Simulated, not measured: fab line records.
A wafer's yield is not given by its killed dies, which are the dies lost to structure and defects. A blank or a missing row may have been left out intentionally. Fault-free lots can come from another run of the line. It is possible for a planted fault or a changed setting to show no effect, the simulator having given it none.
Split-lot experiment	flow sfqLine	5 lots, 23 wafers read, on a route of 325 steps

== SPLIT DETAILS ==
At SFQ_TRILAYER_L0_DEP_SPUTTER_003 (material MoNx KI, target thk 40 nm, time 100 s), the setting timeS was moved away from the recipe's 100 s on 5 of the 23 wafers read, by -6.1% to +11.1%. All remaining wafers had this setting at the recipe value.

== FROM THE SPLIT TO THE READING: what the file shows between them, 3 steps ==
- SFQ_L0_RS_MEAS_901: measures by four-point-probe
- SFQ_L0_THK_MEAS_902: measures by xrf
- SFQ_TRILAYER_L0_BARC_OPEN_METAL_ETCH_010: etches BARC in O2, target depth 125 nm, time 41.7 s (also split here: icpW)

== THE READING ==
oesProductAu, in a.u., at SFQ_TRILAYER_L0_ETCH_METAL_ETCH_008 (etches MoNx KI in SF6/O2, stops on SiO2, target depth 50 nm, time 25 s). Fault-free wafers of this fab line usually give 0.875 a.u., standard deviation 0.0096 a.u.

wafer	tool, chamber at the split	timeS as run, s	against the recipe	oesProductAu, a.u.	against lot-mates on the recipe
L077.1	pvdSputter-03, -	100	recipe	0.885	-
L077.2	pvdSputter-03, -	111.1	+11.1%	0.934	+0.054
L077.4	pvdSputter-03, -	111.1	+11.1%	0.949	+0.069
L077.5	pvdSputter-03, -	100	recipe	0.879	-
L077.6	pvdSputter-03, -	100	recipe	0.876	-
L079.1	pvdSputter-06, -	100	recipe	0.889	-
L079.2	pvdSputter-06, -	100	recipe	0.869	-
L079.3	pvdSputter-06, -	100	recipe	0.878	-
L079.4	pvdSputter-06, -	100	recipe	0.891	-
L079.6	pvdSputter-06, -	100	recipe	0.878	-
L080.1	pvdSputter-04, -	93.92	-6.1%	0.862	-0.017
L080.2	pvdSputter-04, -	100	recipe	0.878	-
L080.3	pvdSputter-04, -	93.92	-6.1%	0.835	-0.044
L080.4	pvdSputter-04, -	100	recipe	0.880	-
L080.5	pvdSputter-04, -	93.92	-6.1%	0.844	-0.035
L081.1	pvdSputter-06, -	100	recipe	0.869	-
L081.4	pvdSputter-06, -	100	recipe	0.875	-
L081.5	pvdSputter-06, -	100	recipe	0.867	-
L085.2	pvdSputter-04, -	100	recipe	0.875	-
L085.3	pvdSputter-04, -	100	recipe	0.894	-
L085.4	pvdSputter-04, -	100	recipe	0.872	-
L085.5	pvdSputter-04, -	100	recipe	0.880	-
L085.6	pvdSputter-04, -	100	recipe	0.878	-

THE FIT
A straight line over all 23 wafers: oesProductAu changes by +0.00552 a.u. for each +1% of timeS; r = +0.94; the points scatter about the line by 0.0083 a.u.
The same after taking each lot's own level away (the mean of its wafers on the recipe; 23 wafers): +0.00545 a.u. for each +1%; r = +0.95; scatter 0.0075 a.u.
According to that fit, moving timeS by its largest amount changes the reading by 0.061 a.u.
Measured against the standard deviation above, the lots' own levels, which go from 0.8703 to 0.8810 a.u., span 1.1 times it.
Hence the lot-to-lot level has little effect on the slope; both slopes agree.
Check: for one of the wafers moved furthest among these (+11.1%), held out of the fit, the line's prediction against its lot-mates is +0.0649 a.u. It came out at +0.054 a.u. against them.

== THESE WAFERS: OTHER SPLITS ==
These wafers also went through other splits before the reading. Each is held against what the fit with the lots' levels taken away leaves over:
other split on the same wafers	wafers away from the commonest value	r with oesProductAu (lot level and that fit taken away)
SFQ_TRILAYER_INCOMING_OXIDATION_002 oxTimeS	18	-0.01
SFQ_TRILAYER_L0_BARC_OPEN_METAL_ETCH_010 icpW	10	-0.02

== THE WHOLE CHAIN: every reading that the file lists as answering this split, in the file's order ==
step	what it does	reading	change (the file's fit)	r (the file's)
SFQ_TRILAYER_L0_DEP_SPUTTER_003	material MoNx KI, target thk 40 nm, time 100 s	MoNx_KI_of_TRILAYER_L0_DEP_SPUTTER_003.thkNm (the simulator's own value, which no gauge read)	+0.379 nm for each +1% of the setting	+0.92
SFQ_L0_RS_MEAS_901	measures by four-point-probe	L0_MONX_KI_RS	-0.383 for each +1% of the setting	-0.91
SFQ_L0_THK_MEAS_902	measures by xrf	L0_MONX_KI_THK	+0.39 for each +1% of the setting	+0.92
SFQ_TRILAYER_L0_ETCH_METAL_ETCH_008	etches MoNx KI in SF6/O2, stops on SiO2, target depth 50 nm, time 25 s	oesProductAu	+0.00548 a.u. for each +1% of the setting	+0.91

== FILE'S OWN FIT ==
oesProductAu changes by +0.00548 a.u. for each +1% of timeS, r = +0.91.
